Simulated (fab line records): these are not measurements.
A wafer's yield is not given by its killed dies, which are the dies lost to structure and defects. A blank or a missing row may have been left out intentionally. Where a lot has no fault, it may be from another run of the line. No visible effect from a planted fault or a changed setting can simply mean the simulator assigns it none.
A single fault, viewed from 2 desks | flow gf180mcu | what lay behind the numbers comes last; until then each desk has only its own

## METROLOGY DESK
What the gauges read for every lot (on any tool): the sampled wafers with a number, averaged. The brackets show how far a lot's mean lies from the usual mean; more than 4 standard deviations puts the lot out of limits, marked OUT.
Columns: A = VT_IMPLANT_01_OVL at GF_VT_IMPLANT_OVL_MEAS_18, usual -0.3 nm; B = VT_IMPLANT_2_TW at GF_VT_IMPLANT_TW_MEAS_21, usual 1226; C = VT_IMPLANT_02_OVL at GF_VT_IMPLANT_OVL_MEAS_29, usual 0.2 nm
lot  | first seen here | A    | B    | C
L177 | day 8 12:25     | 0.8  | 1224 | 1.3
L179 | day 8 22:24     | 0.3  | 1225 | -0.1
L185 | day 10 12:58    | -0.9 | 1232 | 1.0
L188 | day 11 07:01    | 0.2  | 1231 | -1.1
L189 | day 11 14:06    | 0.6  | 1230 | -0.2
This desk found nothing out of limits on any of the 5 lots.

## DESK OF THE TOOL OWNER: lithoTrack-01
Per lot that ran on this tool, the mean of the sampled wafers carrying a number, from the tool's own readings at GF_VT_IMPLANT_SOFTBAKE_25 (time 60 s). The brackets show how far a lot's mean lies from the usual mean; more than 4 standard deviations puts the lot out of limits, marked OUT.
Columns: A = heaterPowerTotalW at GF_VT_IMPLANT_SOFTBAKE_25, usual 56.60 W; B = runLengthS at GF_VT_IMPLANT_SOFTBAKE_25, usual 89.24 s
lot  | first seen here | A               | B
L177 | day 8 21:01     | 58.57 (+41) OUT | 84.27 (-24) OUT
L189 | day 11 23:54    | 56.58           | 89.43
Finding of this desk: L177 out of limits; the first was L177 at day 8 21:01, on heaterPowerTotalW at GF_VT_IMPLANT_SOFTBAKE_25. Within limits: L189.

## BROUGHT TOGETHER
An alarm could have come from the tool owner's desk at day 8 21:01, on L177.
Metrology desk: nothing out of limits seen.
The metrology desk has L177 on record, within its limits.
The lots listed all ran GF_VT_IMPLANT_SOFTBAKE_25 on lithoTrack-01.

## WHAT WAS PUT IN BY THE SIMULATOR
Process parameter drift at GF_VT_IMPLANT_SOFTBAKE_25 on lithoTrack-01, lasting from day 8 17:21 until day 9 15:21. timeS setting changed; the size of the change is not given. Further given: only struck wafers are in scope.
Shown lots that were struck: L177.
Each desk's first reading out of limits, in hours after the fault started: the tool owner's desk, 4.
